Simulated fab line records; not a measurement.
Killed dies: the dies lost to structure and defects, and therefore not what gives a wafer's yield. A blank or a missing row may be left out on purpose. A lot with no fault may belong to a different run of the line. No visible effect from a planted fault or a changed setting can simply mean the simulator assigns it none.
Which tool was responsible? || flow sky130 || 13 lots with 39 wafers sampled at 4 steps, on a route of 708 steps

== WHAT THE GAUGES SHOWED, per wafer ==
SKY_LOCAL_INTERCONNECT_RS_MEAS_01: uses a four-point probe to measure.
{"lot": "L564", "measured": "day 30 03:29", "on": "filmMetro-02", "LOCAL_INTERCONNECT_TIN_RS (ohm/sq)": "14.33 14.36 14.23"}
{"lot": "L566", "measured": "day 30 06:14", "on": "filmMetro-02", "LOCAL_INTERCONNECT_TIN_RS (ohm/sq)": "14.30 14.42 14.33"}
{"lot": "L568", "measured": "day 31 06:09", "on": "filmMetro-01", "LOCAL_INTERCONNECT_TIN_RS (ohm/sq)": "14.20 14.14 14.23"}
{"lot": "L577", "measured": "day 34 04:28", "on": "filmMetro-01", "LOCAL_INTERCONNECT_TIN_RS (ohm/sq)": "14.34 14.36 14.36"}
{"lot": "L578", "measured": "day 34 10:25", "on": "filmMetro-02", "LOCAL_INTERCONNECT_TIN_RS (ohm/sq)": "14.26 14.09 14.17"}
{"lot": "L579", "measured": "day 34 13:41", "on": "filmMetro-01", "LOCAL_INTERCONNECT_TIN_RS (ohm/sq)": "14.11 14.00 14.29"}
{"lot": "L580", "measured": "day 34 22:25", "on": "filmMetro-02", "LOCAL_INTERCONNECT_TIN_RS (ohm/sq)": "14.39 14.37 14.21"}
{"lot": "L581", "measured": "day 35 00:59", "on": "filmMetro-01", "LOCAL_INTERCONNECT_TIN_RS (ohm/sq)": "14.17 14.11 13.94"}
{"lot": "L582", "measured": "day 35 09:41", "on": "filmMetro-02", "LOCAL_INTERCONNECT_TIN_RS (ohm/sq)": "14.17 14.29 13.90"}
{"lot": "L583", "measured": "day 35 18:51", "on": "filmMetro-02", "LOCAL_INTERCONNECT_TIN_RS (ohm/sq)": "14.25 14.37 14.19"}
{"lot": "L584", "measured": "day 36 17:02", "on": "filmMetro-01", "LOCAL_INTERCONNECT_TIN_RS (ohm/sq)": "14.29 14.33 14.37"}
{"lot": "L585", "measured": "day 36 17:44", "on": "filmMetro-01", "LOCAL_INTERCONNECT_TIN_RS (ohm/sq)": "14.20 14.20 14.02"}
{"lot": "L586", "measured": "day 36 18:00", "on": "filmMetro-02", "LOCAL_INTERCONNECT_TIN_RS (ohm/sq)": "14.52 14.58 14.43"}

SKY_LOCAL_INTERCONNECT_CD_MEAS_11: target cd 170 nm.
{"lot": "L564", "measured": "day 31 06:19", "on": "cdSem-01", "cdNm (nm)": "170.2 171.6 171.4"}
{"lot": "L566", "measured": "day 31 09:07", "on": "cdSem-01", "cdNm (nm)": "170.3 168.7 171.3"}
{"lot": "L568", "measured": "day 32 09:45", "on": "cdSem-01", "cdNm (nm)": "170.6 170.0 171.2"}
{"lot": "L577", "measured": "day 35 07:21", "on": "cdSem-01", "cdNm (nm)": "169.0 170.1 168.9"}
{"lot": "L578", "measured": "day 35 13:03", "on": "cdSem-02", "cdNm (nm)": "175.0 174.6 174.6"}
{"lot": "L579", "measured": "day 35 17:11", "on": "cdSem-02", "cdNm (nm)": "169.6 167.9 167.7"}
{"lot": "L580", "measured": "day 36 00:46", "on": "cdSem-02", "cdNm (nm)": "171.8 171.4 170.0"}
{"lot": "L581", "measured": "day 36 03:32", "on": "cdSem-01", "cdNm (nm)": "171.5 172.2 171.5"}
{"lot": "L582", "measured": "day 36 12:14", "on": "cdSem-02", "cdNm (nm)": "171.5 169.8 171.3"}
{"lot": "L583", "measured": "day 36 21:06", "on": "cdSem-01", "cdNm (nm)": "167.2 166.5 168.0"}
{"lot": "L584", "measured": "day 37 17:50", "on": "cdSem-01", "cdNm (nm)": "170.5 168.9 170.6"}
{"lot": "L585", "measured": "day 37 18:42", "on": "cdSem-02", "cdNm (nm)": "170.1 168.6 168.8"}
{"lot": "L586", "measured": "day 37 20:21", "on": "cdSem-02", "cdNm (nm)": "174.0 172.8 171.6"}

== WHICH TOOL RAN EACH LOT (tool, then ch and the chambers of the sampled wafers, then the start) ==
{"lot": "L564", "SKY_LI_CONTACT_EXPOSE_09": "krfScanner-01 ch 0, day 29 12:16", "SKY_LI_CONTACT_ETCH_15": "rieDiel-01 ch 0,3, day 30 02:14"}
{"lot": "L566", "SKY_LI_CONTACT_EXPOSE_09": "krfScanner-02 ch 0, day 29 14:48", "SKY_LI_CONTACT_ETCH_15": "rieDiel-03 ch 0,2,3, day 30 05:02"}
{"lot": "L568", "SKY_LI_CONTACT_EXPOSE_09": "krfScanner-02 ch 0, day 30 16:16", "SKY_LI_CONTACT_ETCH_15": "rieDiel-02 ch 0,1, day 31 04:47"}
{"lot": "L577", "SKY_LI_CONTACT_EXPOSE_09": "krfScanner-02 ch 0, day 33 13:54", "SKY_LI_CONTACT_ETCH_15": "rieDiel-03 ch 0,1,3, day 34 03:17"}
{"lot": "L578", "SKY_LI_CONTACT_EXPOSE_09": "krfScanner-02 ch 0, day 33 19:14", "SKY_LI_CONTACT_ETCH_15": "rieDiel-02 ch 0,1, day 34 09:05"}
{"lot": "L579", "SKY_LI_CONTACT_EXPOSE_09": "krfScanner-01 ch 0, day 33 23:00", "SKY_LI_CONTACT_ETCH_15": "rieDiel-01 ch 1,2, day 34 12:27"}
{"lot": "L580", "SKY_LI_CONTACT_EXPOSE_09": "krfScanner-02 ch 0, day 34 08:29", "SKY_LI_CONTACT_ETCH_15": "rieDiel-03 ch 0,2,3, day 34 21:11"}
{"lot": "L581", "SKY_LI_CONTACT_EXPOSE_09": "krfScanner-01 ch 0, day 34 10:39", "SKY_LI_CONTACT_ETCH_15": "rieDiel-02 ch 1,2, day 34 23:48"}
{"lot": "L582", "SKY_LI_CONTACT_EXPOSE_09": "krfScanner-01 ch 0, day 34 19:30", "SKY_LI_CONTACT_ETCH_15": "rieDiel-02 ch 1,2, day 35 08:30"}
{"lot": "L583", "SKY_LI_CONTACT_EXPOSE_09": "krfScanner-01 ch 0, day 35 04:26", "SKY_LI_CONTACT_ETCH_15": "rieDiel-01 ch 0,2, day 35 17:38"}
{"lot": "L584", "SKY_LI_CONTACT_EXPOSE_09": "krfScanner-02 ch 0, day 36 02:07", "SKY_LI_CONTACT_ETCH_15": "rieDiel-02 ch 1,3, day 36 15:50"}
{"lot": "L585", "SKY_LI_CONTACT_EXPOSE_09": "krfScanner-01 ch 0, day 36 02:25", "SKY_LI_CONTACT_ETCH_15": "rieDiel-01 ch 1,2, day 36 16:32"}
{"lot": "L586", "SKY_LI_CONTACT_EXPOSE_09": "krfScanner-01 ch 0, day 36 02:49", "SKY_LI_CONTACT_ETCH_15": "rieDiel-03 ch 0,2, day 36 16:47"}
- SKY_LI_CONTACT_EXPOSE_09: exposes mask LICM1, target cd 170 nm.
- SKY_LI_CONTACT_ETCH_15: etches PSG in C4F8/O2/Ar, stops on Si, target depth 600 nm.

== WHAT THE TOOLS THEMSELVES READ (means of the sampled wafers that have a number; where no wafer has one, the mark that the record gives instead) ==
SKY_LI_CONTACT_EXPOSE_09.
{"lot": "L564", "tool": "krfScanner-01", "exposureDoseMJCm2": 37.93}
{"lot": "L566", "tool": "krfScanner-02", "exposureDoseMJCm2": 37.95}
{"lot": "L568", "tool": "krfScanner-02", "exposureDoseMJCm2": 38.09}
{"lot": "L577", "tool": "krfScanner-02", "exposureDoseMJCm2": 37.94}
{"lot": "L578", "tool": "krfScanner-02", "exposureDoseMJCm2": 37.91}
{"lot": "L579", "tool": "krfScanner-01", "exposureDoseMJCm2": 37.97}
{"lot": "L580", "tool": "krfScanner-02", "exposureDoseMJCm2": 37.96}
{"lot": "L581", "tool": "krfScanner-01", "exposureDoseMJCm2": 37.95}
{"lot": "L582", "tool": "krfScanner-01", "exposureDoseMJCm2": 37.94}
{"lot": "L583", "tool": "krfScanner-01", "exposureDoseMJCm2": 37.96}
{"lot": "L584", "tool": "krfScanner-02", "exposureDoseMJCm2": 37.94}
{"lot": "L585", "tool": "krfScanner-01", "exposureDoseMJCm2": 37.90}
{"lot": "L586", "tool": "krfScanner-01", "exposureDoseMJCm2": 37.96}

SKY_LI_CONTACT_ETCH_15.
{"lot": "L564", "tool": "rieDiel-01", "oesProductAu (a.u.)": 0.835}
{"lot": "L566", "tool": "rieDiel-03", "oesProductAu (a.u.)": 0.836}
{"lot": "L568", "tool": "rieDiel-02", "oesProductAu (a.u.)": 0.835}
{"lot": "L577", "tool": "rieDiel-03", "oesProductAu (a.u.)": 0.837}
{"lot": "L578", "tool": "rieDiel-02", "oesProductAu (a.u.)": 0.834}
{"lot": "L579", "tool": "rieDiel-01", "oesProductAu (a.u.)": 0.834}
{"lot": "L580", "tool": "rieDiel-03", "oesProductAu (a.u.)": 0.837}
{"lot": "L581", "tool": "rieDiel-02", "oesProductAu (a.u.)": 0.836}
{"lot": "L582", "tool": "rieDiel-02", "oesProductAu (a.u.)": 0.835}
{"lot": "L583", "tool": "rieDiel-01", "oesProductAu (a.u.)": 0.837}
{"lot": "L584", "tool": "rieDiel-02", "oesProductAu (a.u.)": 0.837}
{"lot": "L585", "tool": "rieDiel-01", "oesProductAu (a.u.)": 0.844}
{"lot": "L586", "tool": "rieDiel-03", "oesProductAu (a.u.)": 0.837}

== THE ANSWER, worked out from the rows above alone ==
Rule: the lots themselves supply what counts as usual. Put in order of their means at a reading, lots are off if they are a third of the lots or fewer, leave a main group of 4 or more, and stand apart from it by a gap of 3 or more times the standard deviation of the main group's means; of several such gaps the widest counts. If all means in a main group match to the digits the tables above print for the reading, that group is not used. A lot without any number at a reading at which 4 lots or more have one is off too. The other lots that the step has rows for count as sound. Order of review: gauges by route order, followed by the tools' own readings, for which a lot's mean as printed above is used. At the first step where some lot is off, the reading lying furthest off is the one used; lots without a number count as furthest.
Off: L568 (SKY_LI_CONTACT_EXPOSE_09, exposureDoseMJCm2). Main group: mean 37.94, sd 0.02.
If a tool, at that step or one of the process steps before it, ran each lot that is off and ran no sound lot following the first of them, it fits. Not one of the candidates tried fits.

== WHAT HAD BEEN PUT IN BY THE SIMULATOR ==
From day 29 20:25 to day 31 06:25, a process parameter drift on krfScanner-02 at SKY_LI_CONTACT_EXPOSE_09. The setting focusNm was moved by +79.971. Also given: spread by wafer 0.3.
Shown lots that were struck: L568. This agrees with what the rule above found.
